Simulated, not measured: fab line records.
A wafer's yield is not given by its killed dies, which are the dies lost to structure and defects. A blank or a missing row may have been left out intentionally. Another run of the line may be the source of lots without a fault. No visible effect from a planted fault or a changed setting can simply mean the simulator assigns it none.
What tool caused it? | flow sky130 | 27 wafers from 9 lots sampled at 3 of the route's 708 steps

## WHAT EACH GAUGE READ, for each wafer
SKY_VT_ADJUST_LVTN_OVL_MEAS_18.
lot  | measured     | on         | VT_ADJUST_LVTN_01_OVL (nm)
L240 | day 7 17:58  | overlay-02 | -0.3 0.3 -1.6
L241 | day 8 01:23  | overlay-01 | 0.7 0.3 0.5
L242 | day 8 10:13  | overlay-02 | -0.8 -0.5 -3.0
L243 | day 8 14:44  | overlay-02 | 0.3 -1.9 -3.2
L244 | day 8 19:44  | overlay-01 | -3.2 -1.8 -1.0
L245 | day 9 01:47  | overlay-02 | 0.8 -0.6 -0.9
L246 | day 9 09:25  | overlay-02 | -1.3 0.2 0.9
L247 | day 9 15:07  | overlay-01 | -0.3 1.1 1.5
L249 | day 10 06:04 | overlay-01 | 1.6 0.4 0.9

SKY_VT_ADJUST_PCH_OVL_MEAS_07.
lot  | measured     | on         | VT_ADJUST_PCH_OVL (nm)
L240 | day 10 09:03 | overlay-01 | 1.2 -0.3 1.2
L241 | day 10 17:50 | overlay-01 | 0.6 -0.7 -0.3
L242 | day 11 02:56 | overlay-02 | 1.8 0.4 -0.2
L243 | day 11 09:59 | overlay-02 | -0.9 -0.7 -0.8
L244 | day 11 15:40 | overlay-02 | -1.7 1.0 0.3
L245 | day 11 21:47 | overlay-01 | -1.0 -1.5 0.6
L246 | day 12 05:47 | overlay-02 | -0.6 0.6 -0.6
L247 | day 12 14:05 | overlay-02 | -0.2 -0.6 0.0
L249 | day 13 05:11 | overlay-02 | -2.1 0.3 -1.6

## TOOL THAT RAN EACH LOT (tool first, then ch and the chambers of the sampled wafers, then the start)
lot  | SKY_VT_ADJUST_HVTR_STRIP_10
L240 | plasma asher-02 ch 0,1, day 9 10:38
L241 | plasma asher-02 ch 0,1, day 9 19:23
L242 | plasma asher-04 ch 0,1, day 10 04:40
L243 | plasma asher-04 ch 0,1, day 10 10:46
L244 | plasma asher-01 ch 0,1, day 10 16:08
L245 | plasma asher-04 ch 0,1, day 10 22:05
L246 | plasma asher-01 ch 0,1, day 11 06:14
L247 | plasma asher-02 ch 0,1, day 11 13:29
L249 | plasma asher-02 ch 0,1, day 12 05:14
- SKY_VT_ADJUST_HVTR_STRIP_10: strips in O2/N2.

## AS READ BY THE TOOLS THEMSELVES (means over the sampled wafers that have a number; for cases with no such wafer, the mark the record gives instead)
SKY_VT_ADJUST_HVTR_STRIP_10.
lot  | tool            | drypump motor current A (A) | oes product au (a.u.) | strip time to endpoint s (s)
L240 | plasma asher-02 | 5.3                         | 0.720                 | 14.14
L241 | plasma asher-02 | 5.4                         | 0.717                 | 14.19
L242 | plasma asher-04 | 6.3                         | 0.716                 | 14.22
L243 | plasma asher-04 | 6.3                         | 0.715                 | 14.14
L244 | plasma asher-01 | 5.1                         | 0.719                 | 14.23
L245 | plasma asher-04 | 6.1                         | 0.718                 | 14.18
L246 | plasma asher-01 | 5.1                         | 0.713                 | 14.21
L247 | plasma asher-02 | 5.7                         | 0.719                 | 14.18
L249 | plasma asher-02 | 5.4                         | 0.718                 | 14.12

## THE ANSWER, worked out from the rows above alone
Rule: what is usual is taken from the lots themselves. The widest of any qualifying gaps counts: lots, ordered by their means at a reading, are off when they make up no more than a third of the lots, leave a main group of 4 or more, and stand apart from it by 3 or more times the standard deviation of that group's means. A main group is skipped when, at the precision printed for the reading in the tables above, its means are all equal. Also off: a lot with no number at a reading for which 4 or more lots have one. Any other lot the step has rows for is counted as sound. First the gauges in route order, then the tools' own readings, where a lot's mean is used as printed above. At the first step where some lot is off, the reading lying furthest off is the one used; lots without a number count as furthest.
No lot is off on any of the readings shown, so nothing can be concluded from this.

## WHAT THE SIMULATOR HAD PUT IN
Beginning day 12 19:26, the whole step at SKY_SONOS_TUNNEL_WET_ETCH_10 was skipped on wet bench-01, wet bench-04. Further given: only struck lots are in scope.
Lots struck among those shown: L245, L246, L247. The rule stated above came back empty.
